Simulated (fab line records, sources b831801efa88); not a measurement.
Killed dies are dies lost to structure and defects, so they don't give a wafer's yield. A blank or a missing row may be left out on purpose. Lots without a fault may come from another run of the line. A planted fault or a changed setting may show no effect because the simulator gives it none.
A struck lot beside a sound one | flow sfq_line | 13 steps out of a route of 325
Sound: wafers L515.1, L515.2, L515.4. Struck: wafers L507.2, L507.4, L507.6. The cause comes at the end.
At each step with rows: each side's tool, then ch and its chambers, then its first start. Under that, the readings that differ: sound wafers | struck wafers | difference of the means | sigmas: that difference in standard deviations of wafers without a fault.
alike: readings whose means differ by less than 2 such deviations, and words and numbers that are the same on both sides. not compared: withheld readings, readings that some wafer has no value for, bounds like >300 that may hide the same value, and numbers for which the record gives no deviation and whose values overlap.
The two part at a step that has a row with sigmas, a row that says differs or no value, or rows on one side only. Numbers that don't overlap but have no deviation are shown without sigmas and don't part them. A reading that every wafer of one side lacks parts them only if that side has two wafers or more.

SFQ_TRILAYER_C5_BARC_OPEN_VIA_ETCH_210: etches BARC in O2, target depth 125 nm, time 41.7 s.
  sound on rie_diel-02 ch 0,1,2, day 72 05:51; struck on rie_diel-04 ch 0,2, day 71 15:27
  alike: drypump_motor_current_A, oes_product_au, rf_fwd_power_W
  not compared: rf_hours_counter_h
SFQ_TRILAYER_C5_ETCH_VIA_ETCH_154: etches SiO2 in CHF3, stops on Nb, target depth 84 nm.
  sound on rie_diel-02 ch 0,1,2, day 72 05:53; struck on rie_diel-04 ch 0,2, day 71 15:29
  alike: drypump_motor_current_A, oes_product_au, rf_fwd_power_W
SFQ_TRILAYER_C5_STRIP_STRIP_155: strips in O2.
  sound on rie_metal-03 ch 0,1, day 72 05:56; struck on rie_metal-01 ch 0,1, day 71 15:32
  reading                     | sound       | struck      | difference | sigmas
  drypump_motor_current_A (A) | 6.4 6.0 6.4 | 5.6 5.6 5.6 | -0.7       | -2
  alike: oes_product_au
  not compared: rf_hours_counter_h
then, 2 steps without rows for these wafers: SFQ_TRILAYER_C5_STRIP_SOLV_CLEAN_156 (cleans in NMP, time 600 s); SFQ_TRILAYER_M6_DEP_PRE_CLEAN_158 (time 22.5 s).
SFQ_TRILAYER_M6_DEP_SPUTTER_157: material Nb, target thk 200 nm, time 133.3 s.
  sound on pvd_sputter-04, day 72 06:46; struck on pvd_sputter-05, day 71 16:21
  alike: throttle_valve_pct
SFQ_M6_RS_MEAS_938: measures by four-point-probe.
  sound on film_metro-04, day 72 06:51; struck on film_metro-04, day 71 16:28
  alike: M6_NB_RS
then, 4 steps without rows for these wafers: SFQ_TRILAYER_M6_LITHO_COAT_164 (resist thk 62 nm); SFQ_TRILAYER_M6_LITHO_COAT_159 (resist thk 600 nm); SFQ_TRILAYER_M6_LITHO_SOFTBAKE_163; SFQ_TRILAYER_M6_LITHO_EXPOSE_160 (exposes mask M6, target cd 500 nm).
-- the record jumps here: 5 days lie between the struck wafers' starts before and after --
SFQ_TRILAYER_M6_LITHO_PEB_162: peb time 60 s.
  sound on litho_track-01 ch 0, day 77 07:34; struck on litho_track-02, day 76 18:23
  no value came back on the struck wafers for chill_plate_temp_C (C), exhaust_pa (Pa), heater_power_total_W (W), resist_line_temp_C (C); on the sound wafers chill_plate_temp_C (C) reads 22.91 23.01 23.00
then, 1 step without rows for these wafers: SFQ_TRILAYER_M6_LITHO_DEVELOP_161 (time 60 s).

WHERE THEY PART
First at SFQ_TRILAYER_C5_STRIP_STRIP_155; last, within this record, at SFQ_TRILAYER_M6_LITHO_PEB_162.

WHY: what the simulator had put in
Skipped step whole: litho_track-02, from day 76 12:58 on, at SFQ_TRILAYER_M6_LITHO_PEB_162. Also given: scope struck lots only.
